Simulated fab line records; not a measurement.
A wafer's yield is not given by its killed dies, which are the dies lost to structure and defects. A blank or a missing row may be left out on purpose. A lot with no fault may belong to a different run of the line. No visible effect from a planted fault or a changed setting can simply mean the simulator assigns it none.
What tool caused it? | flow gf180mcu | 7 lots, 21 wafers sampled, at 2 steps of a route of 602

WHAT EACH GAUGE READ, for each wafer
GF_VT_IMPLANT_TW_MEAS_10.
lot  | measured     | on            | VT_IMPLANT_TW
L747 | day 6 04:00  | film metro-03 | 561 560 561
L750 | day 6 23:22  | film metro-03 | 562 562 564
L753 | day 7 18:04  | film metro-01 | 573 573 568
L765 | day 10 18:04 | film metro-01 | 573 571 571
L767 | day 11 05:23 | film metro-04 | 565 563 563

TOOL THAT RAN EACH LOT (tool first, then ch and the chambers of the sampled wafers, then the start)
lot  | GF_STI_OXIDATION_21
L747 | furnace-02 ch 0, day 2 12:50
L750 | furnace-01 ch 0, day 3 04:37
L753 | furnace-01 ch 0, day 3 21:14
L756 | furnace-02, day 4 11:47
L758 | furnace-01, day 4 21:32
L765 | furnace-01 ch 0, day 6 09:31
L767 | furnace-02 ch 0, day 6 19:14
- GF_STI_OXIDATION_21: stabilise 600 s, purge 300 s, target thk 15 nm.

THE ANSWER, worked out from the rows above alone
Rule: what is usual is taken from the lots themselves. Put in order of their means at a reading, lots are off if they are a third of the lots or fewer, leave a main group of 4 or more, and stand apart from it by a gap of 3 or more times the standard deviation of the main group's means; of several such gaps the widest counts. If all means in a main group match to the digits the tables above print for the reading, that group is not used. A lot without any number at a reading at which 4 lots or more have one is off too. The other lots that the step has rows for count as sound.
None of the lots is off at any reading shown; this tells nothing.

WHAT THE SIMULATOR HAD PUT IN
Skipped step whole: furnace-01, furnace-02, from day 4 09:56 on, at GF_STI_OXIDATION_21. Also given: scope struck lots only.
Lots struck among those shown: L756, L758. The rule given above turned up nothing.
